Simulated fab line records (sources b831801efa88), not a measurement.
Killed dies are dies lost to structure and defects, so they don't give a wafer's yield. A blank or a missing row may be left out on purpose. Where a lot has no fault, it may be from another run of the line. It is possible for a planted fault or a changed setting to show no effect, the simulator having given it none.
Commonality check across tools    flow gf180mcu    Sample size 13 lots and 39 wafers

WHY THIS WAS OPENED
Of 13 lots, 2 have the reading MVSD_OVL flagged at GF_MVSD_OVL_MEAS_07. No-fault wafers: 0.0 nm, standard deviation 1.3.
Rule: a lot is flagged when every wafer of it that has a number lies more than 4 standard deviations from that mean, or none has a number. All remaining lots are regarded as sound.

lot   measured      on          MVSD_OVL (nm), wafer by wafer  flag
L936  day 4 12:39   overlay-02  -1.3 -1.7 -1.7                 
L937  day 4 17:22   overlay-02  -2.3 -0.2 -0.2                 
L938  day 4 23:08   overlay-01  0.0 -0.4 -0.6                  
L939  day 5 06:19   overlay-01  0.3 0.5 -0.2                   
L942  day 5 19:43   overlay-01  -2.9 -2.1 -2.3                 
L944  day 6 09:04   overlay-01  1.7 3.8 2.4                    
L945  day 6 13:24   overlay-01  -1.4 0.8 2.0                   
L948  day 7 09:03   overlay-01  -79.0 -79.7 -78.1              FLAGGED
L949  day 7 12:28   overlay-01  -78.1 -76.8 -75.9              FLAGGED
L951  day 7 23:42   overlay-01  -0.3 -1.2 -0.4                 
L957  day 9 11:34   overlay-01  1.1 1.4 0.1                    
L958  day 9 17:22   overlay-02  0.5 -0.8 0.6                   
L959  day 10 02:56  overlay-02  -2.3 -0.5 -1.7                 
Average over the flagged lots: -77.9 nm; offset from the usual -77.9 nm, equal to -60 standard deviations.

WHICH TOOL EACH LOT WENT THROUGH
The record holds 1 process step before the reading, out of a route of 602 steps. Each cell gives the tool, then ch followed by the chambers the sampled wafers passed through, then the start.
lot   flag     GF_MVSD_EXPOSE_04
L936           iline-stepper-02 ch 0, day 4 06:05
L937           iline-stepper-01 ch 0, day 4 10:38
L938           iline-stepper-02 ch 0, day 4 16:32
L939           iline-stepper-02 ch 0, day 4 23:47
L942           iline-stepper-02 ch 0, day 5 12:47
L944           iline-stepper-01 ch 0, day 6 01:36
L945           iline-stepper-01 ch 0, day 6 06:28
L948  FLAGGED  iline-stepper-01 ch 0, day 7 01:35
L949  FLAGGED  iline-stepper-01 ch 0, day 7 04:54
L951           iline-stepper-02 ch 0, day 7 16:49
L957           iline-stepper-02 ch 0, day 9 03:30
L958           iline-stepper-02 ch 0, day 9 08:40
L959           iline-stepper-02 ch 0, day 9 18:22
What is done by these steps:
- GF_MVSD_EXPOSE_04: exposes mask MVSD, target cd 1000 nm.
- GF_MVSD_OVL_MEAS_07

FLAGGED OVER TOTAL, TOOL BY TOOL (the gauges that took the reading come last)
step                 tool              lots run  flagged  share of the flagged lots  sound lots run after its first flagged lot
GF_MVSD_EXPOSE_04    iline-stepper-01  5         2        all                        0
GF_MVSD_EXPOSE_04    iline-stepper-02  8         0        none                       -
GF_MVSD_OVL_MEAS_07  overlay-01        9         2        all                        2 (L951,L957)
GF_MVSD_OVL_MEAS_07  overlay-02        4         0        none                       -

THE TABLE: WHAT IT ALLOWS
Table rows that saw every flagged lot: 2, namely iline-stepper-01 at GF_MVSD_EXPOSE_04 and overlay-01 at GF_MVSD_OVL_MEAS_07.
- iline-stepper-01 at GF_MVSD_EXPOSE_04: 2 of its 5 lots flagged. A fault beginning between L945 (day 6 06:28), its last sound lot, and L948 (day 7 01:35), its first flagged one, fits the data.
- overlay-01 at GF_MVSD_OVL_MEAS_07: 2 of its 9 lots flagged. Sound lots ran on it after the first flagged one (L951, L957), which a lasting fault on the whole tool wouldn't allow.
One tool is left: iline-stepper-01 at GF_MVSD_EXPOSE_04.

WHAT THE SIMULATOR HAD INSERTED
Scanner matching overlay: iline-stepper-01, from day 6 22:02 on, at GF_MVSD_EXPOSE_04. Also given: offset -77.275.
Shown lots that were struck: L948, L949. The rule above found the same.
